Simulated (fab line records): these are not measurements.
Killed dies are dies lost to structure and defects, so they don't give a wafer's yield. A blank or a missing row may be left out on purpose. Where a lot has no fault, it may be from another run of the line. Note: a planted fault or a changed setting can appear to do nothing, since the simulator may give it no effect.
fab line records	flow sky130
record lots=6	wafers=18	lastDay=50
route steps=708 shown VT_ADJUST_PCH@151 SONOS_TUNNEL@154
lots with no fault: from the same line, run without faults
startH: hours from the record's opening day to when the first of the lot's shown wafers began	waitH: hours from the lot's prior step to this one	" unchanged from the row above	L1.1+2: several wafers, shown together as one row	- value missing, or start not given	* or withheld: withheld	< > ~ a bound
route shown NAME@n: names a module that has steps shown in the file, with the first one's number in the route	usual: the fault-free wafers' mean and standard deviation	same: alike in all rows	chamber/n: place in a boat	sites: per-site readings	_std_site: their standard deviation	_edge_site: outer sites' mean less inner sites'	radiusMm: how far each site lies from the wafer's centre	mask NAME#n: copy n	behind: the tool/chamber that last shaped the wafer	hold: why the lot went on hold/how many hours it stayed there/how the hold came to an end	device: transistor that didn't switch, given as n, p or np	end of line: the tests these same wafers got at the end of their route	a step with no rows: only its recipe	killed: at the first sort, the dies lost to defects and structure; wafer yield is something else	map: a wafer's dies, marking killed ones x, the rest . and places with no die _
set.NAME: the setting that was run; set.NAME@STEP: the one run at that earlier step	model.NAME: the simulator's own value behind a step, which no gauge read
lots at selected steps of the route; one table per step, one row per wafer
services: the hour from which a tool's chamber was out of use, counted from the record's first day as startH (under 0 if before that day), plus the number of hours and why
## steps
# step SKY_VT_ADJUST_PCH_IMPLANT_08
# recipe species=B	energyKev=10	doseCm2=5e+11	tiltDeg=withheld
# step SKY_VT_ADJUST_PCH_STRIP_09
# recipe chemistry=O2/N2	powerW=1400	pressureMtorr=1500	platenTempC=withheld	o2FlowSccm=3000	n2FlowSccm=300	overashFraction=0.5
# usual drypumpMotorCurrentA=5.6/0.47	oesProductAu=0.722/0.0049	stripTimeToEndpointS=36.86/0.083
lot.wafer	tool	chamber	startH	waitH	drypumpMotorCurrentA	oesProductAu	rfHoursCounterH	stripTimeToEndpointS
L779.1	plasmaAsher-02	1	315.03	0.1	4.8	0.725	48	36.81
L779.3	"	0	"	"	5.8	0.722	-	36.76
L779.5	"	1	"	"	4.8	0.717	-	36.83
L780.1	plasmaAsher-02	0	325.61	0.1	5.8	0.722	49	36.91
L780.2	"	1	"	"	4.8	0.727	49	36.83
L780.4	"	0	"	"	5.8	0.714	-	37.05
L781.2	plasmaAsher-02	0	337.81	0.1	5.8	0.721	50	36.89
L781.4	"	1	"	"	4.8	0.721	-	36.73
L781.5	"	0	"	"	5.8	0.729	-	36.85
L785.1	plasmaAsher-03	0	374.56	0.1	6.0	0.720	67	36.80
L785.4	"	0	"	"	6.0	0.719	-	36.89
L785.5	"	0	"	"	6.0	0.724	-	36.89
L786.1	plasmaAsher-03	1	380.26	0.1	5.5	0.723	67	36.69
L786.3	"	1	"	"	5.4	0.724	-	36.80
L786.4	"	0	"	"	6.0	0.713	-	36.77
L790.2	plasmaAsher-02	0	399.43	0.1	5.8	0.721	55	36.87
L790.4	"	1	"	"	4.8	0.724	-	36.80
L790.5	"	1	"	"	4.8	0.712	-	36.91
# step SKY_VT_ADJUST_PCH_TW_MEAS_10
# usual VT_ADJUST_PCH_TW=142.6/1.3
lot.wafer	tool	chamber	startH	waitH	VT_ADJUST_PCH_TW
L779.1	filmMetro-02	-	315.13	0.1	143.7
L779.3	"	-	"	"	144.2
L779.5	"	-	"	"	143.7
L780.1	filmMetro-02	-	325.71	0.1	144.2
L780.2	"	-	"	"	143.7
L780.4	"	-	"	"	144.3
L781.2	filmMetro-03	-	337.92	0.1	142.0
L781.4	"	-	"	"	143.7
L781.5	"	-	"	"	142.4
L785.1	filmMetro-01	-	374.66	0.1	141.8
L785.4	"	-	"	"	142.0
L785.5	"	-	"	"	141.3
L786.1	filmMetro-02	-	380.36	0.1	143.7
L786.3	"	-	"	"	142.9
L786.4	"	-	"	"	143.6
L790.2	filmMetro-01	-	399.54	0.1	140.8
L790.4	"	-	"	"	140.9
L790.5	"	-	"	"	141.0
# step SKY_SONOS_TUNNEL_DEHYDRATE_00
# recipe tempC=200	timeS=60
# step SKY_SONOS_TUNNEL_HMDS_01
# recipe primeTimeS=60	primeTempC=120
# step SKY_SONOS_TUNNEL_COAT_02
# recipe resist=NOVOLAK	spinRpm=3000	resistThkNm=1140
# step SKY_SONOS_TUNNEL_SOFTBAKE_03
# recipe tempC=90	timeS=60	resist=NOVOLAK
# step SKY_SONOS_TUNNEL_EXPOSE_04
# recipe maskId=TUNM	na=0.6	sourceShape=conventional	sigmaOuter=0.6	polarization=unpolarized	targetCdNm=410	doseMj=136
# step SKY_SONOS_TUNNEL_PEB_05
# recipe tempC=withheld	timeS=*	resist=NOVOLAK
# step SKY_SONOS_TUNNEL_DEVELOP_06
# recipe resist=NOVOLAK	developer=TMAH	developTimeS=60	devTempC=23
# step SKY_SONOS_TUNNEL_CD_MEAS_07
# recipe targetCdNm=410
# usual cdNm=410.3/2.2
lot.wafer	tool	chamber	startH	waitH	cdNm
L779.1	cdSem-02	-	340.74	0.1	410.9
L779.3	"	-	"	"	410.7
L779.5	"	-	"	"	411.7
L780.1	cdSem-02	-	351.69	0.1	409.3
L780.2	"	-	"	"	409.7
L780.4	"	-	"	"	409.1
L781.2	cdSem-02	-	365.39	0.1	412.8
L781.4	"	-	"	"	409.9
L781.5	"	-	"	"	411.5
L785.1	cdSem-02	-	403.72	0.1	406.7
L785.4	"	-	"	"	407.8
L785.5	"	-	"	"	406.3
L786.1	cdSem-01	-	409.64	0.1	410.8
L786.3	"	-	"	"	410.3
L786.4	"	-	"	"	409.4
L790.2	cdSem-01	-	429.07	0.1	411.0
L790.4	"	-	"	"	407.6
L790.5	"	-	"	"	408.5
# step SKY_SONOS_TUNNEL_OVL_MEAS_08
# usual SONOS_TUNNEL_OVL=-0.5/1.4
lot.wafer	tool	chamber	startH	waitH	SONOS_TUNNEL_OVL[nm]
L779.1	overlay-02	-	340.86	0.1	-0.8
L779.3	"	-	"	"	-0.9
L779.5	"	-	"	"	-0.7
L780.1	overlay-02	-	351.81	0.1	-0.5
L780.2	"	-	"	"	-1.6
L780.4	"	-	"	"	-1.7
L781.2	overlay-01	-	365.50	0.1	-1.0
L781.4	"	-	"	"	-2.6
L781.5	"	-	"	"	-0.6
L785.1	overlay-02	-	403.84	0.1	-2.5
L785.4	"	-	"	"	-1.7
L785.5	"	-	"	"	-2.1
L786.1	overlay-01	-	409.76	0.1	-2.3
L786.3	"	-	"	"	-2.0
L786.4	"	-	"	"	-2.3
L790.2	overlay-01	-	429.17	0.1	-2.4
L790.4	"	-	"	"	-1.8
L790.5	"	-	"	"	-0.9
# step SKY_SONOS_TUNNEL_IMPLANT_09
# recipe species=B	energyKev=20	doseCm2=1e+12	tiltDeg=withheld
# usual beamEnergyKeV=19.999/0.006	beamOnS=10.03/0.19
lot.wafer	tool	chamber	startH	waitH	beamEnergyKeV	beamOnS
L779.1	implanter-03	-	340.90	0.0	-	-
L779.3	"	-	"	"	-	-
L779.5	"	-	"	"	-	-
L780.1	implanter-02	-	351.85	0.0	-	-
L780.2	"	-	"	"	-	-
L780.4	"	-	"	"	-	-
L781.2	implanter-04	0	365.56	0.0	20.004	9.84
L781.4	"	0	"	"	20.000	10.13
L781.5	"	0	"	"	19.995	10.26
L785.1	implanter-02	0	403.88	0.0	20.001	10.09
L785.4	"	0	"	"	19.998	10.12
L785.5	"	0	"	"	19.993	9.84
L786.1	implanter-03	0	409.80	0.0	20.000	10.14
L786.3	"	0	"	"	19.999	10.25
L786.4	"	0	"	"	20.011	10.18
L790.2	implanter-02	0	429.23	0.0	20.001	10.32
L790.4	"	0	"	"	19.991	9.87
L790.5	"	0	"	"	19.999	10.12
# step SKY_SONOS_TUNNEL_WET_ETCH_10
# recipe chemistry=dHF	targetDepthNm=14	target=SiO2	dilution=100:1	tempC=25	timeS=280
# step SKY_SONOS_TUNNEL_STRIP_11
# recipe chemistry=SPM	timeS=600	tempC=130
# step SKY_SONOS_TUNNEL_TW_MEAS_12
# usual SONOS_TUNNEL_TW=196.9/1.8
lot.wafer	tool	chamber	startH	waitH	SONOS_TUNNEL_TW
L779.1	filmMetro-01	-	341.31	0.0	29.9
L779.3	"	-	"	"	29.5
L779.5	"	-	"	"	29.6
L780.1	filmMetro-02	-	352.26	0.0	30.2
L780.2	"	-	"	"	30.4
L780.4	"	-	"	"	30.4
L781.2	filmMetro-04	-	365.97	0.0	196.6
L781.4	"	-	"	"	196.9
L781.5	"	-	"	"	195.9
L785.1	filmMetro-04	-	404.29	0.0	197.2
L785.4	"	-	"	"	197.3
L785.5	"	-	"	"	197.1
L786.1	filmMetro-02	-	410.21	0.0	197.8
L786.3	"	-	"	"	198.5
L786.4	"	-	"	"	197.1
L790.2	filmMetro-01	-	429.64	0.0	196.2
L790.4	"	-	"	"	195.9
L790.5	"	-	"	"	196.5
# step SKY_SONOS_TUNNEL_CLEAN_13
# recipe chemistry=dHF	timeS=20	dilution=100:1	dry=ipaMarangoni
## services
tool	chamber	startH	hours	kind
implanter-04	-	297.44	2.6	repair
plasmaAsher-03	-	302.50	11.8	repair
implanter-03	-	324.02	1.6	repair
plasmaAsher-02	-	339.43	4.0	repair
implanter-02	-	342.77	3.1	pm
implanter-02	-	365.62	1.9	repair
implanter-03	-	369.92	6.4	repair
implanter-03	-	385.89	21.6	pm
## key
firstSign step=SKY_SONOS_TUNNEL_IMPLANT_09	reading=toolRecord	direction=missing
effect step=SKY_SONOS_TUNNEL_TW_MEAS_12	reading=SONOS_TUNNEL_TW	direction=down	sigmas=94	usual=196.9	struck=30.0
metAt SKY_SONOS_TUNNEL_IMPLANT_09
struckWafers L779.1,L779.3,L779.5,L780.1,L780.2,L780.4
laterRowsLeftOut L779.1,L779.3,L779.5,L780.1,L780.2,L780.4
sortLeftOut L779.1,L779.3,L779.5,L780.1,L780.2,L780.4
testerLeftOut L779,L780
fault kind=skippedStepWhole	tool=implanter-02,implanter-03	chamber=-	onsetH=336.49	steps=SKY_SONOS_TUNNEL_IMPLANT_09	scope=struckLotsOnly
# testerLeftOut: of these lots the tester's yield and bins aren't shown, on N5 and GAA mostly nor the transistor test; their killed dies are dies lost to structure and defects alone, not to doping, threshold or leakage, so they don't give the yield
# sortLeftOut: the simulated sort isn't trusted on such a fault, so these wafers' sort isn't shown, and their yield isn't known
# laterRowsLeftOut: the simulator's readings of these wafers behind a module that went badly wrong aren't trusted and aren't shown, but for the sort
